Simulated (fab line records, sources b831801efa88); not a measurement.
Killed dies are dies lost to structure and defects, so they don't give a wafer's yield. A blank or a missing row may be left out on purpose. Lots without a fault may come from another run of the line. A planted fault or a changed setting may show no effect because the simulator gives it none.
Tool commonality check | flow sky130 | 11 lots, 39 wafers sampled

WHY IT WAS OPENED
At SKY_LDD_LDN_TW_MEAS_13 the reading LDD_LDN_TW is flagged on 2 of 11 lots. Wafers without a fault read 1484, standard deviation 13.
Rule: a lot is flagged when every wafer of it that has a number lies more than 4 standard deviations from that mean, or none has a number. The other lots count as sound.

lot  | measured     | on            | LDD_LDN_TW, wafer by wafer    | flag
L797 | day 23 12:05 | film_metro-02 | 1466 1469 1472                |
L798 | day 23 18:58 | film_metro-04 | 1485 1488 1495                |
L801 | day 24 16:22 | film_metro-04 | 1502 1498 1502                |
L805 | day 26 09:20 | film_metro-02 | 1467 1479 1481                |
L807 | day 26 18:14 | film_metro-03 | 1473 1477 1480                |
L806 | day 26 22:26 | film_metro-04 | 1496 1499 1489                |
L808 | day 27 03:12 | film_metro-04 | 1503 1497 1489                |
L812 | day 28 19:04 | film_metro-03 | 1485 1486 1488                |
L813 | day 28 20:07 | film_metro-02 | 1417 1418 1424 1404 1410 1414 | FLAGGED
L815 | day 29 12:22 | film_metro-02 | 1422 1412 1416 1416 1427 1412 | FLAGGED
L817 | day 30 02:53 | film_metro-02 | 1464 1465 1465                |
The numbers of the flagged lots are 1416 on average: -68 against the usual, or -5 standard deviations.

WHICH TOOL RAN EACH LOT
The record holds 2 process steps before the reading, out of a route of 708 steps. In each cell: the tool, then ch and the chambers that the sampled wafers went through, then the start.
lot  | flag    | SKY_LDD_LDN_IMPLANT_11          | SKY_LDD_LDN_STRIP_12
L797 |         | implanter-03 ch 0, day 23 11:51 | plasma_asher-02 ch 0,1, day 23 11:58
L798 |         | implanter-02 ch 0, day 23 18:43 | plasma_asher-01 ch 0,1, day 23 18:52
L801 |         | implanter-02 ch 0, day 24 16:07 | plasma_asher-03 ch 0,1, day 24 16:16
L805 |         | implanter-04 ch 0, day 26 09:07 | plasma_asher-03 ch 0,1, day 26 09:15
L807 |         | implanter-02 ch 0, day 26 18:01 | plasma_asher-01 ch 0,1, day 26 18:09
L806 |         | implanter-02 ch 0, day 26 22:13 | plasma_asher-01 ch 0,1, day 26 22:22
L808 |         | implanter-04 ch 0, day 27 03:00 | plasma_asher-01 ch 0,1, day 27 03:07
L812 |         | implanter-02 ch 0, day 28 18:49 | plasma_asher-01 ch 0, day 28 18:58
L813 | FLAGGED | implanter-03 ch 0, day 28 19:52 | plasma_asher-01 ch 0,1, day 28 20:01
L815 | FLAGGED | implanter-03 ch 0, day 29 12:07 | plasma_asher-03 ch 0,1, day 29 12:16
L817 |         | implanter-02 ch 0, day 30 02:40 | plasma_asher-02 ch 0,1, day 30 02:48
What these steps do:
- SKY_LDD_LDN_IMPLANT_11
- SKY_LDD_LDN_STRIP_12: strips in O2/N2.
- SKY_LDD_LDN_TW_MEAS_13

FLAGGED OVER TOTAL, TOOL BY TOOL (the gauges that took the reading come last)
step                   | tool            | lots run | flagged | share of the flagged lots | sound lots run after its first flagged lot
SKY_LDD_LDN_IMPLANT_11 | implanter-02    | 6        | 0       | none                      | -
SKY_LDD_LDN_IMPLANT_11 | implanter-03    | 3        | 2       | all                       | 0
SKY_LDD_LDN_IMPLANT_11 | implanter-04    | 2        | 0       | none                      | -
SKY_LDD_LDN_STRIP_12   | plasma_asher-01 | 6        | 1       | some                      | 0
SKY_LDD_LDN_STRIP_12   | plasma_asher-02 | 2        | 0       | none                      | -
SKY_LDD_LDN_STRIP_12   | plasma_asher-03 | 3        | 1       | some                      | 0
SKY_LDD_LDN_TW_MEAS_13 | film_metro-02   | 5        | 2       | all                       | 1 (L817)
SKY_LDD_LDN_TW_MEAS_13 | film_metro-03   | 2        | 0       | none                      | -
SKY_LDD_LDN_TW_MEAS_13 | film_metro-04   | 4        | 0       | none                      | -

WHAT THE TABLE ALLOWS
2 rows of the table ran every flagged lot: implanter-03 at SKY_LDD_LDN_IMPLANT_11, film_metro-02 at SKY_LDD_LDN_TW_MEAS_13.
- implanter-03 at SKY_LDD_LDN_IMPLANT_11: 2 of its 3 lots flagged. Its last sound lot is L797 (day 23 11:51), its first flagged lot L813 (day 28 19:52): a fault that began between those two fits. Its own readings lie more than 4 standard deviations out on every wafer of the flagged lots: dose_ions_cm2, faraday_current_uA.
- film_metro-02 at SKY_LDD_LDN_TW_MEAS_13: 2 of its 5 lots flagged. Sound lots ran on it after the first flagged one (L817), which a lasting fault on the whole tool wouldn't allow.
One tool is left: implanter-03 at SKY_LDD_LDN_IMPLANT_11.

WHAT THE SIMULATOR HAD PUT IN
Process parameter drift: implanter-03, from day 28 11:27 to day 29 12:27, at SKY_LDD_LDN_IMPLANT_11. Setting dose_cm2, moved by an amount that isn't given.
Lots struck among those shown: L813, L815. The rule above found the same.
